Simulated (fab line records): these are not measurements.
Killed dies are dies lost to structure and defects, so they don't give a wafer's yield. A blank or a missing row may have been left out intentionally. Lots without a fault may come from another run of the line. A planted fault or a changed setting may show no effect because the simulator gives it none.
fab line records ; flow gf180mcu
[record] lots = 14; wafers = 42; last_day = 33
route steps=602 shown VT_IMPLANT@121 HV_LDD@224 V2@387 M3@424
lots with no fault: from the same line, run without faults
start_h: hours from the record's opening day to when the first of the lot's shown wafers began ; wait_h: hours from the lot's prior step to this one ; " repeats the value in the row above ; L1.1+2: one row covering several wafers at once ; - no value, or no start given ; * or withheld: withheld ; < > ~ a bound
route shown NAME@n: NAME is a module with steps in the file, n the number in the route of the first one ; usual: the fault-free wafers' mean and standard deviation ; same: alike in all rows ; chamber/n: place in a boat ; sites: per-site readings ; _std_site: standard deviation of those values ; _edge_site: outer sites' mean less inner sites' ; radius_mm: how far each site lies from the wafer's centre ; mask NAME#n: copy n ; behind: the last tool/chamber to shape the wafer ; hold: reason for holding the lot/hours on hold/outcome of the hold ; device: names the non-switching transistor (n, p or np) ; end of line: tests run on the same wafers once the route is complete ; a step with no rows: only its recipe ; killed: at the first sort, the dies lost to defects and structure; wafer yield is something else ; map: per-die view of a wafer (x killed, . not killed, _ where there is no die)
set.NAME: the setting that was run; set.NAME@STEP: the one run at that earlier step ; model.NAME: the simulator's own value behind a step, which no gauge read
route steps across a sampled set of lots; one table per step, one row per wafer
services: the hour from which a tool's chamber was out of use, counted from the record's first day as start_h (under 0 if before that day), plus the number of hours and why
[[steps]]
[step GF_VT_IMPLANT_STRIP_31]
[recipe] chemistry = O2/N2; power_w = 1400; pressure_mtorr = 1500; platen_temp_c = 250; o2_flow_sccm = 3000; n2_flow_sccm = 300; overash_fraction = 0.5
[usual] drypump_motor_current_A = 6.0/0.39; heater_power_w = 321/20; oes_product_au = 0.716/0.0043; strip_time_to_endpoint_s = 12.62/0.037
[same] overash_fraction = 0.5
lot.wafer;tool;chamber;start_h;wait_h;drypump_motor_current_A;heater_power_w;oes_product_au;rf_hours_counter_h;strip_time_to_endpoint_s
L349.1;plasma_asher-04;0;161.89;0.1;6.1;323;0.715;53;12.69
L349.5;plasma_asher-04;0;161.89;0.1;6.1;320;0.719;-;12.64
L349.6;plasma_asher-04;1;161.89;0.1;5.1;276;0.720;-;12.61
L350.1;plasma_asher-03;0;165.57;0.1;6.5;339;0.714;39;12.64
L350.3;plasma_asher-03;0;165.57;0.1;6.5;329;0.713;-;12.63
L350.6;plasma_asher-03;0;165.57;0.1;6.5;330;0.709;-;12.64
L352.2;plasma_asher-03;0;170.99;0.1;6.5;339;0.713;40;12.70
L352.4;plasma_asher-03;0;170.99;0.1;6.4;324;0.712;-;12.69
L352.5;plasma_asher-03;0;170.99;0.1;6.5;335;0.715;-;12.69
L351.1;plasma_asher-03;0;173.64;0.1;6.4;336;0.712;40;12.73
L351.4;plasma_asher-03;1;173.64;0.1;6.0;318;0.714;-;12.68
L351.6;plasma_asher-03;0;173.64;0.1;6.4;338;0.712;-;12.65
L353.3;plasma_asher-02;0;182.42;0.1;6.0;300;0.719;-;12.62
L353.5;plasma_asher-02;1;182.42;0.1;5.7;344;0.711;-;12.61
L353.6;plasma_asher-02;0;182.42;0.1;6.0;313;0.715;-;12.61
L354.3;plasma_asher-02;0;189.02;0.1;6.0;309;0.721;-;12.65
L354.4;plasma_asher-02;1;189.02;0.1;5.7;350;0.716;-;12.57
L354.5;plasma_asher-02;0;189.02;0.1;6.0;305;0.712;-;12.61
L355.2;plasma_asher-03;0;192.34;0.1;6.5;343;0.713;42;12.63
L355.4;plasma_asher-03;0;192.34;0.1;6.5;323;0.711;-;12.61
L355.6;plasma_asher-03;1;192.34;0.1;6.0;316;0.716;-;12.66
L356.2;plasma_asher-03;1;198.82;0.1;6.0;316;0.716;43;12.66
L356.3;plasma_asher-03;0;198.82;0.1;6.5;331;0.707;-;12.65
L356.5;plasma_asher-03;1;198.82;0.1;6.0;333;0.714;-;12.65
L357.2;plasma_asher-04;0;208.14;0.1;6.1;315;0.708;58;12.67
L357.3;plasma_asher-04;1;208.14;0.1;5.1;287;0.717;-;12.67
L357.4;plasma_asher-04;0;208.14;0.1;6.1;325;0.721;-;12.68
L358.1;plasma_asher-04;1;212.94;0.1;5.1;289;0.723;59;12.55
L358.3;plasma_asher-04;0;212.94;0.1;6.1;318;0.718;-;12.60
L358.6;plasma_asher-04;1;212.94;0.1;5.1;278;0.716;-;12.58
L360.1;plasma_asher-02;1;226.77;0.1;5.7;362;0.714;12;12.59
L360.4;plasma_asher-02;1;226.77;0.1;5.7;346;0.713;-;12.58
L360.5;plasma_asher-02;0;226.77;0.1;6.0;306;0.722;-;12.56
L361.1;plasma_asher-02;0;231.27;0.1;6.0;313;0.720;13;12.61
L361.3;plasma_asher-02;0;231.27;0.1;5.9;317;0.722;-;12.57
L361.6;plasma_asher-02;0;231.27;0.1;6.0;309;0.718;-;12.61
L362.1;plasma_asher-03;0;239.84;0.1;6.4;336;0.708;47;12.60
L362.5;plasma_asher-03;1;239.84;0.1;6.0;321;0.720;-;12.64
L362.6;plasma_asher-03;0;239.84;0.1;6.4;337;0.717;-;12.64
L363.1;plasma_asher-02;0;245.52;0.1;6.0;305;0.719;14;12.62
L363.5;plasma_asher-02;1;245.52;0.1;5.7;344;0.715;-;12.58
L363.6;plasma_asher-02;0;245.52;0.1;6.0;302;0.721;-;12.63
[step GF_HV_LDD_IMPLANT_48]
[recipe] species = B; energy_kev = 25; dose_cm2 = 3e+13; tilt_deg = 7
[usual] implant_ion_amu = 11/0
lot.wafer;tool;chamber;start_h;wait_h;implant_ion_amu
L349.1;implanter-01;0;296.46;0.0;11
L349.5;implanter-01;0;296.46;0.0;11
L349.6;implanter-01;0;296.46;0.0;11
L350.1;implanter-01;0;303.93;0.0;11
L350.3;implanter-01;0;303.93;0.0;11
L350.6;implanter-01;0;303.93;0.0;11
L352.2;implanter-01;0;307.93;0.0;11
L352.4;implanter-01;0;307.93;0.0;11
L352.5;implanter-01;0;307.93;0.0;11
L351.1;implanter-01;0;312.96;0.0;11
L351.4;implanter-01;0;312.96;0.0;11
L351.6;implanter-01;0;312.96;0.0;11
L353.3;implanter-02;0;323.86;0.1;11
L353.5;implanter-02;0;323.86;0.1;11
L353.6;implanter-02;0;323.86;0.1;11
L354.3;implanter-04;0;329.61;0.1;11
L354.4;implanter-04;0;329.61;0.1;11
L354.5;implanter-04;0;329.61;0.1;11
L355.2;implanter-02;0;337.03;0.0;11
L355.4;implanter-02;0;337.03;0.0;11
L355.6;implanter-02;0;337.03;0.0;11
L356.2;implanter-04;0;341.73;0.0;11
L356.3;implanter-04;0;341.73;0.0;11
L356.5;implanter-04;0;341.73;0.0;11
L357.2;implanter-04;0;354.73;0.0;11
L357.3;implanter-04;0;354.73;0.0;11
L357.4;implanter-04;0;354.73;0.0;11
L358.1;implanter-02;0;365.15;0.0;11
L358.3;implanter-02;0;365.15;0.0;11
L358.6;implanter-02;0;365.15;0.0;11
L360.1;implanter-04;0;377.35;0.0;49
L360.4;implanter-04;0;377.35;0.0;49
L360.5;implanter-04;0;377.35;0.0;49
L361.1;implanter-04;0;384.30;0.0;49
L361.3;implanter-04;0;384.30;0.0;49
L361.6;implanter-04;0;384.30;0.0;49
L362.1;implanter-02;0;397.86;0.0;49
L362.5;implanter-02;0;397.86;0.0;49
L362.6;implanter-02;0;397.86;0.0;49
L363.1;implanter-04;0;400.75;0.0;49
L363.5;implanter-04;0;400.75;0.0;49
L363.6;implanter-04;0;400.75;0.0;49
[step GF_HV_LDD_TW_MEAS_50]
[usual] HV_LDD_4_TW = 567/5.9
lot.wafer;tool;chamber;start_h;wait_h;HV_LDD_4_TW
L349.1;film_metro-02;-;296.71;0.1;560
L349.5;film_metro-02;-;296.71;0.1;564
L349.6;film_metro-02;-;296.71;0.1;565
L350.1;film_metro-04;-;304.18;0.1;569
L350.3;film_metro-04;-;304.18;0.1;571
L350.6;film_metro-04;-;304.18;0.1;570
L352.2;film_metro-04;-;308.16;0.1;569
L352.4;film_metro-04;-;308.16;0.1;572
L352.5;film_metro-04;-;308.16;0.1;569
L351.1;film_metro-02;-;313.21;0.1;562
L351.4;film_metro-02;-;313.21;0.1;562
L351.6;film_metro-02;-;313.21;0.1;560
L353.3;film_metro-04;-;324.08;0.1;573
L353.5;film_metro-04;-;324.08;0.1;573
L353.6;film_metro-04;-;324.08;0.1;570
L354.3;film_metro-04;-;329.83;0.1;572
L354.4;film_metro-04;-;329.83;0.1;574
L354.5;film_metro-04;-;329.83;0.1;575
L355.2;film_metro-04;-;337.26;0.1;570
L355.4;film_metro-04;-;337.26;0.1;571
L355.6;film_metro-04;-;337.26;0.1;571
L356.2;film_metro-02;-;341.96;0.1;560
L356.3;film_metro-02;-;341.96;0.1;563
L356.5;film_metro-02;-;341.96;0.1;564
L357.2;film_metro-02;-;354.96;0.1;561
L357.3;film_metro-02;-;354.96;0.1;561
L357.4;film_metro-02;-;354.96;0.1;559
L358.1;film_metro-04;-;365.40;0.1;573
L358.3;film_metro-04;-;365.40;0.1;572
L358.6;film_metro-04;-;365.40;0.1;574
L360.1;film_metro-02;-;377.60;0.1;885
L360.4;film_metro-02;-;377.60;0.1;888
L360.5;film_metro-02;-;377.60;0.1;885
L361.1;film_metro-04;-;384.55;0.1;899
L361.3;film_metro-04;-;384.55;0.1;909
L361.6;film_metro-04;-;384.55;0.1;909
L362.1;film_metro-04;-;398.11;0.1;903
L362.5;film_metro-04;-;398.11;0.1;909
L362.6;film_metro-04;-;398.11;0.1;906
L363.1;film_metro-03;-;401.00;0.1;899
L363.5;film_metro-03;-;401.00;0.1;900
L363.6;film_metro-03;-;401.00;0.1;901
[step GF_V2_BOW_MEAS_05]
[recipe] mode = bow
[usual] V2_BOW = 101/7.2
lot.wafer;tool;chamber;start_h;wait_h;V2_BOW[um]
L349.1;film_metro-04;-;469.66;0.2;102
L349.5;film_metro-04;-;469.66;0.2;112
L349.6;film_metro-04;-;469.66;0.2;112
L350.1;film_metro-03;-;473.90;0.2;100
L350.3;film_metro-03;-;473.90;0.2;100
L350.6;film_metro-03;-;473.90;0.2;112
L352.2;film_metro-02;-;480.33;0.2;110
L352.4;film_metro-02;-;480.33;0.2;106
L352.5;film_metro-02;-;480.33;0.2;112
L351.1;film_metro-03;-;483.40;0.1;90
L351.4;film_metro-03;-;483.40;0.1;107
L351.6;film_metro-03;-;483.40;0.1;104
L353.3;film_metro-04;-;495.85;0.2;98
L353.5;film_metro-04;-;495.85;0.2;92
L353.6;film_metro-04;-;495.85;0.2;92
L354.3;film_metro-03;-;505.37;0.2;96
L354.4;film_metro-03;-;505.37;0.2;98
L354.5;film_metro-03;-;505.37;0.2;105
L355.2;film_metro-04;-;511.56;0.2;87
L355.4;film_metro-04;-;511.56;0.2;99
L355.6;film_metro-04;-;511.56;0.2;110
L356.2;film_metro-02;-;515.22;0.1;93
L356.3;film_metro-02;-;515.22;0.1;100
L356.5;film_metro-02;-;515.22;0.1;98
L357.2;film_metro-03;-;533.12;0.1;109
L357.3;film_metro-03;-;533.12;0.1;92
L357.4;film_metro-03;-;533.12;0.1;82
L358.1;film_metro-02;-;542.03;0.1;101
L358.3;film_metro-02;-;542.03;0.1;93
L358.6;film_metro-02;-;542.03;0.1;107
L360.1;film_metro-03;-;554.99;0.2;104
L360.4;film_metro-03;-;554.99;0.2;100
L360.5;film_metro-03;-;554.99;0.2;106
L361.1;film_metro-02;-;560.14;0.2;95
L361.3;film_metro-02;-;560.14;0.2;98
L361.6;film_metro-02;-;560.14;0.2;98
L362.1;film_metro-03;-;572.44;0.2;114
L362.5;film_metro-03;-;572.44;0.2;99
L362.6;film_metro-03;-;572.44;0.2;107
L363.1;film_metro-04;-;577.50;0.2;93
L363.5;film_metro-04;-;577.50;0.2;101
L363.6;film_metro-04;-;577.50;0.2;106
[step GF_M3_OVL_MEAS_15]
[usual] M3_OVL = 3/5.6
lot.wafer;tool;chamber;start_h;wait_h;M3_OVL[nm]
L349.1;overlay-02;-;518.72;0.1;-10
L349.5;overlay-02;-;518.72;0.1;-12
L349.6;overlay-02;-;518.72;0.1;5
L350.1;overlay-01;-;523.47;0.1;4
L350.3;overlay-01;-;523.47;0.1;0
L350.6;overlay-01;-;523.47;0.1;-9
L352.2;overlay-01;-;529.41;0.1;6
L352.4;overlay-01;-;529.41;0.1;4
L352.5;overlay-01;-;529.41;0.1;7
L351.1;overlay-02;-;533.05;0.1;-2
L351.4;overlay-02;-;533.05;0.1;9
L351.6;overlay-02;-;533.05;0.1;16
L353.3;overlay-02;-;544.31;0.1;3
L353.5;overlay-02;-;544.31;0.1;1
L353.6;overlay-02;-;544.31;0.1;-5
L354.3;overlay-02;-;553.38;0.1;11
L354.4;overlay-02;-;553.38;0.1;10
L354.5;overlay-02;-;553.38;0.1;9
L355.2;overlay-02;-;559.26;0.1;1
L355.4;overlay-02;-;559.26;0.1;9
L355.6;overlay-02;-;559.26;0.1;3
L356.2;overlay-01;-;562.67;0.1;1
L356.3;overlay-01;-;562.67;0.1;5
L356.5;overlay-01;-;562.67;0.1;9
L357.2;overlay-02;-;579.22;0.1;0
L357.3;overlay-02;-;579.22;0.1;10
L357.4;overlay-02;-;579.22;0.1;8
L358.1;overlay-01;-;587.02;0.1;1
L358.3;overlay-01;-;587.02;0.1;-3
L358.6;overlay-01;-;587.02;0.1;5
L360.1;overlay-01;-;600.57;0.1;-4
L360.4;overlay-01;-;600.57;0.1;5
L360.5;overlay-01;-;600.57;0.1;-4
L361.1;overlay-01;-;604.95;0.1;1
L361.3;overlay-01;-;604.95;0.1;0
L361.6;overlay-01;-;604.95;0.1;-5
L362.1;overlay-01;-;616.97;0.1;-1
L362.5;overlay-01;-;616.97;0.1;2
L362.6;overlay-01;-;616.97;0.1;0
L363.1;overlay-02;-;620.52;0.1;0
L363.5;overlay-02;-;620.52;0.1;-8
L363.6;overlay-02;-;620.52;0.1;-3
[[services]]
tool;chamber;start_h;hours;kind
plasma_asher-02;-;147.51;2.6;repair
implanter-01;-;153.89;1.4;repair
implanter-01;-;154.38;2.6;repair
implanter-04;-;176.96;3.2;pm
plasma_asher-03;-;177.88;2.0;repair
implanter-01;-;183.81;1.2;repair
plasma_asher-04;-;190.15;0.7;repair
plasma_asher-03;-;208.36;0.5;repair
plasma_asher-03;-;213.73;0.3;repair
plasma_asher-04;-;213.96;2.2;repair
implanter-02;-;226.35;5.2;pm
plasma_asher-04;-;238.04;0.6;repair
plasma_asher-03;-;246.89;0.9;repair
implanter-02;-;267.31;2.1;repair
implanter-02;-;270.86;0.6;repair
implanter-01;-;283.50;4.1;pm
plasma_asher-02;-;285.41;55.8;repair
plasma_asher-04;-;301.38;4.3;pm
implanter-02;-;337.81;4.3;pm
[[key]]
[first_sign] step = GF_HV_LDD_IMPLANT_48; reading = implant_ion_amu; direction = up; sigmas = 99+; usual = 11; struck = 49
[effect] step = GF_HV_LDD_TW_MEAS_50; reading = HV_LDD_4_TW; direction = up; sigmas = 56; usual = 567; struck = 899
met_at GF_HV_LDD_IMPLANT_48
struck_lots L360,L361,L362,L363
tester_left_out L360,L361,L362,L363
not_acting_at GF_VT_IMPLANT_STRIP_31,GF_V2_BOW_MEAS_05,GF_M3_OVL_MEAS_15
onset_between 365.15 377.35
[fault] kind = wrong_recipe_download; tool = implanter-01,implanter-02,implanter-04; chamber = -; onset_h = 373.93; steps = GF_HV_LDD_IMPLANT_48; wrong_recipe.not_listed = 1
// tester_left_out: of these lots the tester's yield and bins aren't shown, on N5 and GAA mostly nor the transistor test; their killed dies are dies lost to structure and defects alone, not to doping, threshold or leakage, so they don't give the yield
